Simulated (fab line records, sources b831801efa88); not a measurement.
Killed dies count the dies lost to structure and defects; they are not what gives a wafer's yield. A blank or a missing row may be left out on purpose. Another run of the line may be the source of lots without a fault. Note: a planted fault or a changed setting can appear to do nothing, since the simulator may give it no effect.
Chamber matching -- flow sky130 -- SKY_VIA1_CMP_02 on cmp-01 has 4 sister chambers
The step polishes SiO2. 4 wafers are shown with their chamber, then 9 later ones without.

## WAFERS WITH THEIR CHAMBER
wafer,chamber,motor-current-A (A)
L279.6,0,11.8
L289.1,3,13.0
L289.3,2,11.5
L289.6,1,13.3

## WAFERS MISSING THEIR CHAMBER
wafer,motor-current-A (A)
L291.1,12.6
L291.2,12.1
L291.4,11.3
L292.1,12.5
L292.3,12.2
L292.5,12.0
L293.1,10.6
L293.2,13.0
L293.6,13.3

## EACH ONE'S CHAMBER
wafer,from the rows above,in truth
L291.1,can't be placed: 3 or 1 or 0 or 2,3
L291.2,can't be placed: 0 or 2 or 3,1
L291.4,can't be placed: 2 or 0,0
L292.1,can't be placed: 3 or 0 or 1 or 2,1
L292.3,can't be placed: 0 or 2 or 3 or 1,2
L292.5,can't be placed: 0 or 2 or 3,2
L293.1,can't be placed: 2 or 0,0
L293.2,can't be placed: 3 or 1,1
L293.6,can't be placed: 1 or 3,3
Placed correctly: 0 of 9. Unplaceable from these rows: 9, with the true chamber sitting among the candidates in 8. 0 placed wrongly.
How it was worked out, from the rows above alone: a wafer's distance from a chamber is the root of the sum, over the readings, of the square of ((its reading less the chamber's mean) divided by the reading's scatter). If the next closest chamber is less than 2 further off than the closest, the wafer can't be placed; otherwise it belongs to the closest. The mean given for a chamber averages the wafers shown for that chamber. The scatter: with one shown wafer a chamber, the root of the mean of the squares of how far each hidden wafer lies from its nearest shown one.
